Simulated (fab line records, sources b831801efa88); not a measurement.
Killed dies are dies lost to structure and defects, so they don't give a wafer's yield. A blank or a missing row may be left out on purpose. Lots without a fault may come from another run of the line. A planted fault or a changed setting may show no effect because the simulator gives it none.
Chamber matching | flow sky130 | SKY_SPACER_ETCHBACK_02 on rie_diel-03: 4 sister chambers
The step etches Si3N4 in CH3F/O2, stops on SiO2, time 46.7 s, target depth 45 nm. 14 wafers are shown with their chamber, then 7 later ones without.

WAFERS WITH THEIR CHAMBER
wafer  | chamber | chamber_pressure_mTorr (mTorr) | throttle_valve_pct (%) | oes_product_au (a.u.)
L944.1 | 3       | 24.983                         | 10.559                 | 0.847
L944.4 | 3       | 25.007                         | 10.558                 | 0.863
L944.6 | 2       | 24.968                         | 10.564                 | 0.856
L946.1 | 3       | 24.981                         | 10.544                 | 0.857
L946.3 | 1       | 24.992                         | 10.547                 | 0.857
L946.6 | 0       | 25.016                         | 10.573                 | 0.865
L948.2 | 3       | 24.999                         | 10.567                 | 0.847
L948.3 | 1       | 25.005                         | 10.570                 | 0.855
L948.4 | 2       | 24.993                         | 10.561                 | 0.849
L950.3 | 3       | 24.960                         | 10.560                 | 0.853
L950.4 | 1       | 25.017                         | 10.559                 | 0.850
L950.5 | 2       | 24.990                         | 10.555                 | 0.857
L952.1 | 0       | 24.965                         | 10.557                 | 0.849
L952.3 | 3       | 24.974                         | 10.553                 | 0.850

SIGNATURES (means of the wafers above)
reading                | chamber 0 | chamber 1 | chamber 2 | chamber 3 | scatter within a chamber
chamber_pressure_mTorr | 24.99050  | 25.00467  | 24.98367  | 24.98400  | 0.0185
throttle_valve_pct     | 10.56500  | 10.55867  | 10.56000  | 10.55683  | 0.00856
oes_product_au         | 0.85700   | 0.85400   | 0.85400   | 0.85283   | 0.00624
Rule: a wafer's distance from a chamber is the root of the sum, over the readings, of the square of ((its reading less the chamber's mean) divided by the reading's scatter). The wafer belongs to the nearest chamber; if the next one is less than 2 further off, it can't be placed. The scatter: the root of (the sum of the squares of (reading less its chamber's mean) over the shown wafers, divided by (wafers less chambers)).

WAFERS WITHOUT THEIR CHAMBER
wafer  | chamber_pressure_mTorr (mTorr) | throttle_valve_pct (%) | oes_product_au (a.u.)
L952.5 | 24.979                         | 10.566                 | 0.848
L954.2 | 25.043                         | 10.568                 | 0.857
L954.3 | 25.033                         | 10.571                 | 0.850
L954.6 | 24.972                         | 10.564                 | 0.858
L957.2 | 25.024                         | 10.552                 | 0.857
L957.4 | 24.999                         | 10.574                 | 0.857
L957.6 | 25.014                         | 10.562                 | 0.858

WHICH CHAMBER EACH WENT THROUGH
wafer  | from the rows above               | in truth
L952.5 | can't be placed: 2 or 3 or 0 or 1 | 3
L954.2 | can't be placed: 1 or 0 or 2 or 3 | 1
L954.3 | can't be placed: 1 or 0 or 2 or 3 | 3
L954.6 | can't be placed: 2 or 0 or 3 or 1 | 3
L957.2 | can't be placed: 1 or 3 or 0 or 2 | 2
L957.4 | can't be placed: 0 or 1 or 2 or 3 | 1
L957.6 | can't be placed: 1 or 0 or 2 or 3 | 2
Placed correctly: 0 of 7. Can't be placed from these rows: 7 (the true chamber is among the candidates in 7). Placed wrongly: 0.
